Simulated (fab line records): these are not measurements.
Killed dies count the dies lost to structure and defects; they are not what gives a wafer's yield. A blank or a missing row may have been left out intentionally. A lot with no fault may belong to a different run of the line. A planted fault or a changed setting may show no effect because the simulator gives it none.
2 desks looking at one fault | flow gf180mcu | every desk sees just its own numbers, and what lay behind them comes last

== TOOL OWNER'S DESK, implanter-04 ==
For each lot that ran on this tool, the mean over its sampled wafers that have a number, from the tool's own readings at GF_HV_LDD_IMPLANT_48. If a lot's mean is further than 4 standard deviations from the usual mean, the lot is out of limits and carries the mark OUT (the distance appears in the brackets).
Columns: A = dose-ions-cm2 at GF_HV_LDD_IMPLANT_48, usual 2.9998e+13; B = faraday-current-uA at GF_HV_LDD_IMPLANT_48, usual 169
lot  | first seen here | A                    | B
L719 | day 15 23:56    | 2.9966e+13           | 171
L720 | day 16 04:09    | 2.8771e+13 (-44) OUT | 164
L722 | day 17 00:05    | 2.8736e+13 (-45) OUT | 163
This desk's verdict: out of limits on L720, L722, starting with L720 at day 16 04:09 (dose-ions-cm2 at GF_HV_LDD_IMPLANT_48). In limits: L719.

== AT THE METROLOGY DESK ==
What the gauges read for every lot (on any tool): the sampled wafers with a number, averaged. If a lot's mean is further than 4 standard deviations from the usual mean, the lot is out of limits and carries the mark OUT (the distance appears in the brackets).
Columns: A = HV_LDD_3_TW at GF_HV_LDD_TW_MEAS_38, usual 1438; B = cd-nm at GF_HV_LDD_CD_MEAS_46, usual 400.5 nm; C = HV_LDD_03_OVL at GF_HV_LDD_OVL_MEAS_47, usual -0.1 nm
lot  | first seen here | A    | B     | C
L719 | day 15 01:43    | 1425 | 399.8 | 1.1
L720 | day 15 06:57    | 1448 | 399.0 | -0.9
L722 | day 16 01:29    | 1438 | 403.8 | -1.3
L725 | day 16 19:49    | 1444 | 402.9 | 0.7
L727 | day 17 08:43    | 1449 | 398.6 | -0.9
L730 | day 18 13:02    | 1416 | 403.2 | 0.1
This desk's verdict: no lot among the 6 shows anything out of limits.

== TAKEN TOGETHER ==
The tool owner's desk could have raised an alarm at day 16 04:09, on L720, L722.
At the metrology desk, nothing out of limits was observed.
The metrology desk has L720, L722 on record, within its limits.
GF_HV_LDD_IMPLANT_48 was run on implanter-04 by each of the lots named.

== WHAT HAD BEEN PUT IN BY THE SIMULATOR ==
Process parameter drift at GF_HV_LDD_IMPLANT_48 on implanter-04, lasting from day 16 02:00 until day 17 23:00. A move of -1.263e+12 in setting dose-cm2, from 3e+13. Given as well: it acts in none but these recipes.
Struck lots among those shown: L720, L722.
Hours from the fault's start to each desk's first reading out of limits: the tool owner's desk, 2.
